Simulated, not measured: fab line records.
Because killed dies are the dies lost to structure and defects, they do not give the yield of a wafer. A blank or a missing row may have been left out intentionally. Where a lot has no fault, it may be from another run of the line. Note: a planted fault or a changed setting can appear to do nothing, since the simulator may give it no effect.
Which tool is to blame?	flow gf180mcu	13 lots, 39 wafers sampled, at 5 steps of a route of 602

== WHAT EACH GAUGE READ, for each wafer ==
GF_POLY_GATE_THK_MEAS_01. Usual: for POLY_GATE_CVD_00_THK the level is 199.1 nm and the standard deviation is 1.5.
lot	measured	on	POLY_GATE_CVD_00_THK (nm)	flag
L669	day 8 17:55	film_metro-04	197.0 196.8 198.2	
L671	day 9 05:43	film_metro-01	198.7 196.9 196.2	
L672	day 9 07:24	film_metro-02	198.3 198.5 199.7	
L674	day 9 23:34	film_metro-01	200.8 200.4 200.6	
L675	day 10 04:09	film_metro-01	197.6 199.5 198.9	
L677	day 10 19:08	film_metro-01	200.9 199.7 201.7	
L678	day 11 07:08	film_metro-04	197.8 199.7 197.3	
L679	day 11 11:34	film_metro-02	197.9 196.4 198.0	
L682	day 12 11:51	film_metro-01	200.0 202.8 202.4	
L684	day 13 02:10	film_metro-04	198.3 198.4 199.0	
L690	day 14 14:48	film_metro-02	199.9 199.2 198.2	
L691	day 14 23:37	film_metro-04	200.0 200.0 199.3	
L692	day 15 05:25	film_metro-01	199.7 199.4 199.0	

GF_POLY_GATE_OVL_MEAS_11. Usual: for POLY_GATE_OVL the level is 1 nm and the standard deviation is 4.9.
lot	measured	on	POLY_GATE_OVL (nm)	flag
L669	day 9 10:32	overlay-02	-5 6 -2	
L671	day 9 23:30	overlay-01	8 -4 0	
L672	day 10 01:02	overlay-02	-2 2 4	
L674	day 10 17:48	overlay-01	7 3 7	
L675	day 10 22:46	overlay-01	1 2 2	
L677	day 11 13:05	overlay-01	-3 -2 -6	
L678	day 12 02:29	overlay-01	0 2 -4	
L679	day 12 06:32	overlay-01	-7 -6 3	
L682	day 13 07:38	overlay-02	7 2 0	
L684	day 13 22:50	overlay-02	4 -6 -2	
L690	day 15 11:59	overlay-01	5 9 10	
L691	day 15 21:41	overlay-02	-3 -8 4	
L692	day 16 02:25	overlay-01	-6 6 3	

GF_HV_LDD_CD_MEAS_19: the cd target is 400 nm. Usual: cd_nm 400.1 nm, standard deviation 2.2.
lot	measured	on	cd_nm (nm)	flag
L669	day 11 00:07	cd_sem-01	398.9 399.7 400.1	
L671	day 11 14:52	cd_sem-01	399.6 399.9 401.5	
L672	day 11 15:31	cd_sem-01	401.6 401.7 400.1	
L674	day 12 08:59	cd_sem-02	396.9 398.6 398.8	
L675	day 12 14:56	cd_sem-01	399.7 398.1 398.9	
L677	day 13 05:40	cd_sem-01	403.5 401.4 402.0	
L678	day 13 19:56	cd_sem-01	402.1 399.6 400.0	
L679	day 14 03:53	cd_sem-02	400.5 398.0 397.4	
L682	day 15 02:40	cd_sem-02	365.5 365.0 365.5	OFF
L684	day 15 20:49	cd_sem-01	363.6 364.1 361.5	OFF
L690	day 17 10:29	cd_sem-01	399.7 401.8 403.2	
L691	day 17 21:02	cd_sem-01	396.7 396.9 397.2	
L692	day 18 01:43	cd_sem-01	398.7 401.6 401.3	

== WHICH TOOL RAN EACH LOT (tool, then ch and the chambers of the sampled wafers, then the start) ==
lot	GF_VT_IMPLANT_RTA_45	GF_HV_LDD_EXPOSE_16
L669	rtp_anneal-02 ch 0, day 7 18:43	iline_stepper-01 ch 0, day 10 15:01
L671	rtp_anneal-02 ch 0, day 8 02:47	iline_stepper-01 ch 0, day 11 04:53
L672	rtp_anneal-01 ch 0, day 8 08:01	iline_stepper-02 ch 0, day 11 06:19
L674	rtp_anneal-02 ch 0, day 8 23:28	iline_stepper-01 ch 0, day 11 23:35
L675	rtp_anneal-01 ch 0, day 9 04:50	iline_stepper-02 ch 0, day 12 05:29
L677	rtp_anneal-02 ch 0, day 9 20:09	iline_stepper-01 ch 0, day 12 19:38
L678	rtp_anneal-02 ch 0, day 10 08:15	iline_stepper-01 ch 0, day 13 09:59
L679	rtp_anneal-01 ch 0, day 10 12:17	iline_stepper-01 ch 0, day 13 17:59
L682	rtp_anneal-02 ch 0, day 11 08:01	iline_stepper-01 ch 0, day 14 16:25
L684	rtp_anneal-02 ch 0, day 12 00:50	iline_stepper-01 ch 0, day 15 10:06
L690	rtp_anneal-01 ch 0, day 13 13:23	iline_stepper-02 ch 0, day 16 23:14
L691	rtp_anneal-01 ch 0, day 13 21:34	iline_stepper-02 ch 0, day 17 09:26
L692	rtp_anneal-01 ch 0, day 14 02:14	iline_stepper-02 ch 0, day 17 14:25
- GF_VT_IMPLANT_RTA_45: time 30 s.
- GF_HV_LDD_EXPOSE_16: exposes mask Pplus LV AREA, target cd 400 nm.

== AS READ BY THE TOOLS THEMSELVES (means over the sampled wafers that have a number; for cases with no such wafer, the mark the record gives instead) ==
GF_VT_IMPLANT_RTA_45. Usual: lamp_power_pct 35.0 %, standard deviation 0.72; wafer_temp_C_max 1055.0, standard deviation 1.
lot	tool	lamp_power_pct (%)	wafer_temp_C_max	flag
L669	rtp_anneal-02	34.3	1055.2	
L671	rtp_anneal-02	34.2	1055.7	
L672	rtp_anneal-01	35.8	1055.6	
L674	rtp_anneal-02	34.3	1055.6	
L675	rtp_anneal-01	35.7	1056.2	
L677	rtp_anneal-02	34.3	1055.0	
L678	rtp_anneal-02	34.3	1055.8	
L679	rtp_anneal-01	35.7	1054.4	
L682	rtp_anneal-02	34.3	1054.6	
L684	rtp_anneal-02	34.3	1054.5	
L690	rtp_anneal-01	35.7	1054.5	
L691	rtp_anneal-01	35.7	1054.7	
L692	rtp_anneal-01	35.7	1054.4	

GF_HV_LDD_EXPOSE_16. Usual: exposure_dose_mJ_cm2 140.00, standard deviation 0.13.
lot	tool	exposure_dose_mJ_cm2	flag
L669	iline_stepper-01	140.05	
L671	iline_stepper-01	139.94	
L672	iline_stepper-02	140.00	
L674	iline_stepper-01	140.06	
L675	iline_stepper-02	139.93	
L677	iline_stepper-01	139.95	
L678	iline_stepper-01	140.01	
L679	iline_stepper-01	140.05	
L682	iline_stepper-01	123.26	OFF
L684	iline_stepper-01	123.29	OFF
L690	iline_stepper-02	140.01	
L691	iline_stepper-02	139.88	
L692	iline_stepper-02	140.11	

== THE ANSWER, worked out from the rows above alone ==
Rule: a lot is off if the mean of its wafers that have a number lies more than 3 standard deviations from the usual mean. Also off: a lot with no number at a reading for which 4 or more lots have one. All remaining lots with rows at the step are treated as sound. Order of review: gauges by route order, followed by the tools' own readings, for which a lot's mean as printed above is used. The first step at which some lot is off is used, and at that step the reading that is off furthest; a lot without a number counts as furthest.
Off: L682, L684 (GF_HV_LDD_CD_MEAS_19, cd_nm).
If a tool, at a process step before that reading, ran all the lots that are off and no sound lot after the first of them, it fits. Not tried: the gauges at GF_HV_LDD_CD_MEAS_19; whatever is off there is also off at GF_HV_LDD_EXPOSE_16, on other tools, and gauge error can't account for it. This does not decide it: 2 tools fit, namely rtp_anneal-02 at GF_VT_IMPLANT_RTA_45 and iline_stepper-01 at GF_HV_LDD_EXPOSE_16.

== WHAT THE SIMULATOR HAD PUT IN ==
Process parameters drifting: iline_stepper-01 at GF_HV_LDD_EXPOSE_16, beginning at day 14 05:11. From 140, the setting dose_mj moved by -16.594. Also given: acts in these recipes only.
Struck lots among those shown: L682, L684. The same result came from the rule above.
